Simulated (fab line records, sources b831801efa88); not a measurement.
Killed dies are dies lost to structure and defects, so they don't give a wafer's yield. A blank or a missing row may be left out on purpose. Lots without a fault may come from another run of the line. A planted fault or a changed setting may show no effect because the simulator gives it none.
Problem report in the 8D (eight disciplines) form, filled by code | flow sky130 | the parts of the form that need people (team, actions taken, sign-off) are left out

1. THE PROBLEM
LDD_HVN_TW at SKY_LDD_HVN_TW_MEAS_10 reads a mean of 1260 on 9 wafers of 3 lots; wafers without a fault read 1432 with a standard deviation of 7. That is -25 standard deviations from the usual mean.
First seen on wafer L118.2, day 21 09:38, on film_metro-01. The record holds 36 wafers of 12 lots with a number at this step. Rule for "out", or "out of limits": more than 4 standard deviations from the usual mean. The other wafers with a number count as sound.

2. WHAT IT IS AND WHAT IT IS NOT
question                    | is                           | is not
which readings at this step | LDD_HVN_TW                   | -
which lots                  | L118, L120, L121             | L115, L116, L128, L129, L130, L131, L132, L135, L136
which wafers of those lots  | all that have a number       | -
read on which gauges        | film_metro-01, film_metro-03 | film_metro-04
when                        | from day 21 09:38            | up to then (6 sound wafers); but 21 sound wafers of L128, L129, L130, L131, L132, L135, L136 came after

3. SUSPECTS, AND WHAT RULES EACH OUT
Counting: a tool at a process step up to the reading stays a suspect if it ran every lot that is out and no sound lot after the first of them.
- the gauge at SKY_LDD_HVN_TW_MEAS_10: ruled out. The wafers that are out were read on 2 gauges (film_metro-01, film_metro-03).
- implanter-04 at SKY_LDD_HVN_IMPLANT_08: ruled out as a lasting fault. Sound lots L128, L129, L130, L131, L132, L135 ran on it after its first lot that is out, L118 (day 21 09:24).
Left after counting: nothing in the record.

4. THE CAUSE (what the simulator had put in)
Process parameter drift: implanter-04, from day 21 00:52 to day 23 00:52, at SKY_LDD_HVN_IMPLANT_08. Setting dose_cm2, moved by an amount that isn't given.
Counting ruled it out, wrongly: the rule takes a fault to strike every lot that its tool runs from its start on, and this one did not.

5. THE CHAIN OF EFFECTS, in route order
Each row: a reading whose mean over the struck wafers that have a number lies more than 3 standard deviations from the usual. Only readings for which the record gives a usual standard deviation are gone through. hours: the time from each lot's start at the first step in this table that gives one to its start at this step, as a median over the lots. sigmas: the change in usual standard deviations.
hours | step                   | reading            | usual | on struck wafers | change | sigmas
0     | SKY_LDD_HVN_IMPLANT_08 | dose_ions_cm2      | 3e+13 | 2e+13            | -1e+13 | -99 or more
0     | SKY_LDD_HVN_IMPLANT_08 | faraday_current_uA | 169   | 114              | -55    | -16
0     | SKY_LDD_HVN_TW_MEAS_10 | LDD_HVN_TW         | 1432  | 1260             | -172   | -25
The process steps in it:
- SKY_LDD_HVN_IMPLANT_08

6. WHAT WOULD HAVE CAUGHT IT SOONER
In this record the first reading out of limits at a measuring or inspecting step was taken at day 21 09:38, 9 hours after the fault began at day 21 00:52.
The tool's own readings at SKY_LDD_HVN_IMPLANT_08 were out on every struck wafer that the step has a row for (dose_ions_cm2, faraday_current_uA): an alarm limit on them would have fired on the first of those.
